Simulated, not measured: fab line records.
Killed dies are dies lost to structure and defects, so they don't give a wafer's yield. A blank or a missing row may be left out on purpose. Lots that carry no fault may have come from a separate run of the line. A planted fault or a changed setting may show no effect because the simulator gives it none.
Matching of chambers || flow sky130 || SKY_CAP2M_CVD_00 on pecvd-04 has 3 sister chambers
The step deposits SiO2, target thk 15.5 nm. 3 wafers are shown with their chamber, then 8 later ones without.

## WAFERS, EACH WITH ITS CHAMBER
{"wafer": "L086.4", "chamber": 1, "heater power w (W)": 711}
{"wafer": "L092.5", "chamber": 0, "heater power w (W)": 657}
{"wafer": "L093.2", "chamber": 2, "heater power w (W)": 812}

## WAFERS WITHOUT THEIR CHAMBER
{"wafer": "L093.4", "heater power w (W)": 627}
{"wafer": "L093.6", "heater power w (W)": 780}
{"wafer": "L094.2", "heater power w (W)": 667}
{"wafer": "L094.5", "heater power w (W)": 786}
{"wafer": "L094.6", "heater power w (W)": 640}
{"wafer": "L096.3", "heater power w (W)": 766}
{"wafer": "L096.4", "heater power w (W)": 774}
{"wafer": "L096.6", "heater power w (W)": 771}

## EACH ONE'S CHAMBER
{"wafer": "L093.4", "from the rows above": "can't be placed: 0 or 1", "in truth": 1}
{"wafer": "L093.6", "from the rows above": "can't be placed: 2 or 1", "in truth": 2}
{"wafer": "L094.2", "from the rows above": "can't be placed: 0 or 1", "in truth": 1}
{"wafer": "L094.5", "from the rows above": "can't be placed: 2 or 1", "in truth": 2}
{"wafer": "L094.6", "from the rows above": "can't be placed: 0 or 1", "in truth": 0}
{"wafer": "L096.3", "from the rows above": "can't be placed: 2 or 1 or 0", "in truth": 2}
{"wafer": "L096.4", "from the rows above": "can't be placed: 2 or 1", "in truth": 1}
{"wafer": "L096.6", "from the rows above": "can't be placed: 2 or 1", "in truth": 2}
Correct placement for 0 of the 8. Unplaceable from these rows: 8, with the true chamber sitting among the candidates in 8. Placed wrongly: 0.
How it was worked out, from the rows above alone: a wafer's distance from a chamber is the root of the sum, over the readings, of the square of ((its reading less the chamber's mean) divided by the reading's scatter). The wafer belongs to the nearest chamber; if the next one is less than 2 further off, it can't be placed. Each chamber's mean is taken over the wafers shown for it. The scatter (one wafer shown for each chamber): square how far every hidden wafer sits from the nearest shown wafer, average those squares and take the square root.
